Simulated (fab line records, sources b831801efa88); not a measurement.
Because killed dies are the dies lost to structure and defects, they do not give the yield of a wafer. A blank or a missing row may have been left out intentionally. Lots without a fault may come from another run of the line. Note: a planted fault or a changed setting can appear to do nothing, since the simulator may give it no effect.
A struck lot beside a sound one | flow sky130 | 16 steps out of a route of 708
Sound: these wafers, L243.2, L243.5, L243.6. Struck: wafer L250.4. (L250.3 of the same lot was not struck and is left out.) The cause comes at the end.
For every step that has rows: the tool of each side, followed by ch and its chambers, followed by its first start. Under that, the readings that differ: sound wafers | struck wafers | difference of the means | sigmas: that difference in standard deviations of wafers without a fault.
alike: readings whose means differ by less than 2 such deviations, and words and numbers that are the same on both sides. not compared: withheld readings, readings that some wafer has no value for, bounds like >300 that may hide the same value, and numbers for which the record gives no deviation and whose values overlap.
The two part at a step that has a row with sigmas, a row that says differs or no value, or rows on one side only. Non-overlapping numbers with no deviation appear without sigmas and do not part them. A reading that every wafer of one side lacks parts them only if that side has two wafers or more.

first, 3 steps without rows for these wafers: SKY_METAL1_EXPOSE_12 (exposes mask MM1, target cd 140 nm); SKY_METAL1_PEB_13; SKY_METAL1_DEVELOP_14 (develop time 60 s).
SKY_METAL1_CD_MEAS_15 targets a cd of 140 nm.
  sound on cd_sem-02 at day 34 04:07; struck on cd_sem-02 at day 36 09:59
  alike: cd_nm
SKY_METAL1_OVL_MEAS_16:
  sound on overlay-02 at day 34 04:13; struck on overlay-02 at day 36 10:05
  alike: METAL1_OVL
SKY_METAL1_DESCUM_17: chemistry O2, time 8 s.
  sound on rie_metal-03 ch 0,1, day 34 04:14; struck on rie_metal-01 ch 1, day 36 10:07
  reading                      | sound          | struck | difference | sigmas
  he_backside_leak_sccm (sccm) | 3.11 3.13 3.23 | 3.57   | +0.41      | +2
  alike: drypump_motor_current_A, oes_product_au
  not compared: rf_hours_counter_h
SKY_METAL1_ETCH_18: etches BARC in N2/H2, stops on SiO2, time 45.9 s, target depth 60 nm.
  sound on rie_metal-03 ch 0,1, day 34 04:16; struck on rie_metal-01 ch 1, day 36 10:10
  alike: drypump_motor_current_A, he_backside_leak_sccm, oes_product_au, throttle_valve_pct
  not compared: rf_hours_counter_h
SKY_METAL1_METAL_ETCH_19: etches the open film in Cl2/BCl3, stops on SiO2, target depth 360 nm, time 78 s.
  sound on rie_metal-03 ch 0,1, day 34 04:20; struck on rie_metal-01 ch 1, day 36 10:14
  reading             | sound             | struck | difference | sigmas
  mfc_cl2_sccm (sccm) | 59.88 60.05 59.80 | 59.39  | -0.52      | -3
  alike: drypump_motor_current_A, he_backside_leak_sccm, oes_product_au, throttle_valve_pct
  not compared: rf_hours_counter_h
SKY_METAL1_STRIP_20: strips in O2/N2.
  sound on plasma_asher-04 ch 0,1, day 34 04:26; struck on plasma_asher-02 ch 1, day 36 10:20
  reading                      | sound             | struck | difference | sigmas
  oes_product_au (a.u.)        | 0.336 0.334 0.336 | 0.346  | +0.011     | +2
  strip_time_to_endpoint_s (s) | 2.65 2.63 2.62    | 2.73   | +0.10      | +3
  alike: drypump_motor_current_A
  not compared: rf_hours_counter_h
then, 3 steps without rows for these wafers: SKY_METAL1_STRIP_21 (strips in post etch residue remover, time 1200 s); SKY_METAL1_CLEAN_22 (cleans in IPA, time 180 s); SKY_METAL1_CLEAN_23 (cleans in O3/DIW).
SKY_VIA1_HDPCVD_00: deposits SiO2, target thk 1030 nm, time 171.7 s.
  sound on hdpcvd-02 ch 0,2, day 34 05:07; struck on hdpcvd-01 ch 2, day 36 10:53
  reading                                  | sound          | struck | difference | sigmas
  model.SiO2_of_VIA1_HDPCVD_00.thk_nm (nm) | 1034 1036 1028 | 474.2  | -558.5     |
SKY_VIA1_THK_MEAS_01:
  sound on film_metro-01 at day 34 05:14; struck on film_metro-03 at day 36 11:02
  reading              | sound          | struck | difference | sigmas
  VIA1_HDPCVD_THK (nm) | 1034 1036 1029 | 474    | -559       | -61
SKY_VIA1_CMP_02: polishes SiO2.
  sound on cmp-02 ch 1,2,3, day 34 05:26; struck on cmp-02 ch 3, day 36 11:07
  alike: motor_current_A, platen_rpm
-- the record jumps here: 12 days lie between the struck wafers' starts before and after (it left off in module VIA1 and takes up again in module PAD_OPEN, whose first step shown is number 708 of the route) --
SKY_PAD_OPEN_PROBE_99:
  sound on prober-02 at day 46 20:43; struck on prober-01 at day 48 16:07
  reading                               | sound                | struck | difference | sigmas
  model.etest.met2_comb.leak_log10_a_um | -12.09 -11.89 -11.97 | -7.052 | +4.931     |

== WHERE THEY PART ==
First at SKY_METAL1_DESCUM_17; last, within this record, at SKY_VIA1_THK_MEAS_01. Later steps at which nothing parts them and some readings are alike: SKY_VIA1_CMP_02.

WHY: whatever the simulator had introduced
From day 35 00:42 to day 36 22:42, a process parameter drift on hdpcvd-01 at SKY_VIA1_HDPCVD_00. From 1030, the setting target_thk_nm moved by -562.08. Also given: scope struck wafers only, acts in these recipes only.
